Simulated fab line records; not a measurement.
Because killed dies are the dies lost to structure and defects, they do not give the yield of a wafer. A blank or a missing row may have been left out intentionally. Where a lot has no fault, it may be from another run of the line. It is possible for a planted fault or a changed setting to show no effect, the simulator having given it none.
Which tool was responsible? + flow gf180mcu + 12 lots, 36 wafers sampled, at 3 steps of a route of 602

== WHAT EACH GAUGE READ, for each wafer ==
GF_MIM_THK_MEAS_06. Usual: MIM_CVD_05_THK gives 42.0 nm (standard deviation 0.49).
| lot  | measured     | on            | MIM_CVD_05_THK (nm) | flag |
|------|--------------|---------------|---------------------|------|
| L203 | day 24 16:57 | film_metro-01 | 41.3 41.1 41.9      |      |
| L204 | day 25 02:29 | film_metro-04 | 41.2 41.8 41.7      |      |
| L205 | day 25 11:58 | film_metro-02 | 42.1 42.7 42.7      |      |
| L206 | day 25 15:37 | film_metro-01 | 41.4 41.2 41.9      |      |
| L207 | day 26 03:34 | film_metro-04 | 41.9 42.4 41.8      |      |
| L212 | day 28 00:40 | film_metro-02 | 41.3 42.0 42.0      |      |
| L217 | day 29 11:35 | film_metro-04 | 42.2 42.0 42.3      |      |
| L219 | day 30 00:43 | film_metro-04 | 41.7 41.0 41.8      |      |
| L220 | day 30 04:58 | film_metro-02 | 41.9 42.9 42.2      |      |
| L223 | day 31 00:56 | film_metro-01 | 41.8 41.9 41.9      |      |
| L224 | day 31 04:26 | film_metro-02 | 41.7 42.1 42.7      |      |
| L225 | day 31 07:40 | film_metro-04 | 42.7 42.2 42.3      |      |

== WHAT TOOL EACH LOT RAN ON (gives the tool, then ch and the chambers of the sampled wafers, and finally the start) ==
| lot  | GF_V2_SPUTTER_21             | GF_V4_ETCH_16                      |
|------|------------------------------|------------------------------------|
| L203 | pvd_sputter-03, day 20 13:40 | rie_diel-02 ch 1,3, day 24 15:20   |
| L204 | pvd_sputter-01, day 21 00:45 | rie_diel-03 ch 0,2,3, day 25 00:51 |
| L205 | pvd_sputter-03, day 21 11:10 | rie_diel-01 ch 1,2, day 25 10:06   |
| L206 | pvd_sputter-01, day 21 14:34 | rie_diel-02 ch 1,2,3, day 25 13:59 |
| L207 | pvd_sputter-03, day 22 04:36 | rie_diel-01 ch 2,3, day 26 01:56   |
| L212 | pvd_sputter-01, day 24 05:54 | rie_diel-02 ch 1,2,3, day 27 22:59 |
| L217 | pvd_sputter-02, day 25 20:54 | rie_diel-02 ch 2,3, day 29 09:57   |
| L219 | pvd_sputter-02, day 26 10:48 | rie_diel-03 ch 0,2,3, day 29 22:47 |
| L220 | pvd_sputter-02, day 26 16:47 | rie_diel-03 ch 1,2,3, day 30 03:13 |
| L223 | pvd_sputter-02, day 27 14:36 | rie_diel-01 ch 1,3, day 30 23:16   |
| L224 | pvd_sputter-02, day 27 18:47 | rie_diel-01 ch 0,1,2, day 31 02:22 |
| L225 | pvd_sputter-03, day 27 20:49 | rie_diel-03 ch 1,2, day 31 06:00   |
- GF_V2_SPUTTER_21: material Ti, target thk 15 nm, time 80.02 s.
- GF_V4_ETCH_16: etches BARC in N2/H2.

== WHAT THE TOOLS THEMSELVES READ (means of the sampled wafers that have a number; where no wafer has one, the mark that the record gives instead) ==
GF_V2_SPUTTER_21. Usual: throttle_valve_pct 29.6 %, standard deviation 0.94.
| lot  | tool           | throttle_valve_pct (%) | flag |
|------|----------------|------------------------|------|
| L203 | pvd_sputter-03 | 30.2                   |      |
| L204 | pvd_sputter-01 | 29.2                   |      |
| L205 | pvd_sputter-03 | 29.7                   |      |
| L206 | pvd_sputter-01 | 28.5                   |      |
| L207 | pvd_sputter-03 | 30.3                   |      |
| L212 | pvd_sputter-01 | 29.4                   |      |
| L217 | pvd_sputter-02 | 29.2                   |      |
| L219 | pvd_sputter-02 | 29.2                   |      |
| L220 | pvd_sputter-02 | 29.7                   |      |
| L223 | pvd_sputter-02 | 29.5                   |      |
| L224 | pvd_sputter-02 | 29.5                   |      |
| L225 | pvd_sputter-03 | 29.5                   |      |

GF_V4_ETCH_16. Usual: bias_w 99.96 W, standard deviation 0.3; drypump_motor_current_A 5.7 A, standard deviation 0.55; oes_product_au 0.856 a.u., standard deviation 0.0052; throttle_valve_pct 13.225 %, standard deviation 0.0094.
| lot  | tool        | bias_w (W) | drypump_motor_current_A (A) | oes_product_au (a.u.) | throttle_valve_pct (%) | flag |
|------|-------------|------------|-----------------------------|-----------------------|------------------------|------|
| L203 | rie_diel-02 | 99.99      | 5.4                         | 0.856                 | 13.225                 |      |
| L204 | rie_diel-03 | 100.04     | 5.3                         | 0.856                 | 13.232                 |      |
| L205 | rie_diel-01 | 99.84      | 6.0                         | 0.856                 | 13.227                 |      |
| L206 | rie_diel-02 | 99.82      | 5.9                         | 0.853                 | 13.219                 |      |
| L207 | rie_diel-01 | 100.05     | 6.1                         | 0.854                 | 13.234                 |      |
| L212 | rie_diel-02 | 97.00      | 5.9                         | 0.851                 | 13.222                 | OFF  |
| L217 | rie_diel-02 | 93.88      | 6.2                         | 0.858                 | 13.216                 | OFF  |
| L219 | rie_diel-03 | 100.40     | 5.3                         | 0.858                 | 13.223                 |      |
| L220 | rie_diel-03 | 100.11     | 5.3                         | 0.855                 | 13.217                 |      |
| L223 | rie_diel-01 | 99.92      | 5.6                         | 0.860                 | 13.226                 |      |
| L224 | rie_diel-01 | 100.24     | 5.7                         | 0.854                 | 13.221                 |      |
| L225 | rie_diel-03 | 99.65      | 5.4                         | 0.856                 | 13.232                 |      |

== THE ANSWER, worked out from the rows above alone ==
Rule: take the mean of a lot's wafers that have a number; if it is more than 3 standard deviations from the usual mean, the lot is off. A lot without any number at a reading at which 4 lots or more have one is off too. The other lots that the step has rows for count as sound. The gauges are gone through in route order, then the tools' own readings, and for those a lot's mean is taken as printed above. At the first step where some lot is off, the reading lying furthest off is the one used; lots without a number count as furthest.
Off: L212, L217 (GF_V4_ETCH_16, bias_w).
A tool fits if, at that step or a process step before it, it ran every lot that is off, and no sound lot after the first of them. One candidate fits, namely rie_diel-02 at GF_V4_ETCH_16. Its last sound lot is L206 (day 25 13:59), its first lot that is off L212 (day 27 22:59): a fault that began between those two fits.
The tool's own readings at GF_V4_ETCH_16 bear it out: on the lots that are off they differ by more than 5 times the standard deviation of the sound lots' means. bias_w reads 95.44 W there against 100.01 W on the sound lots.

== WHAT THE SIMULATOR HAD INSERTED ==
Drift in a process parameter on rie_diel-02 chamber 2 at GF_V4_ETCH_16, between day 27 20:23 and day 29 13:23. A move of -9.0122 in setting bias_w, from 100. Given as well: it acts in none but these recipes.
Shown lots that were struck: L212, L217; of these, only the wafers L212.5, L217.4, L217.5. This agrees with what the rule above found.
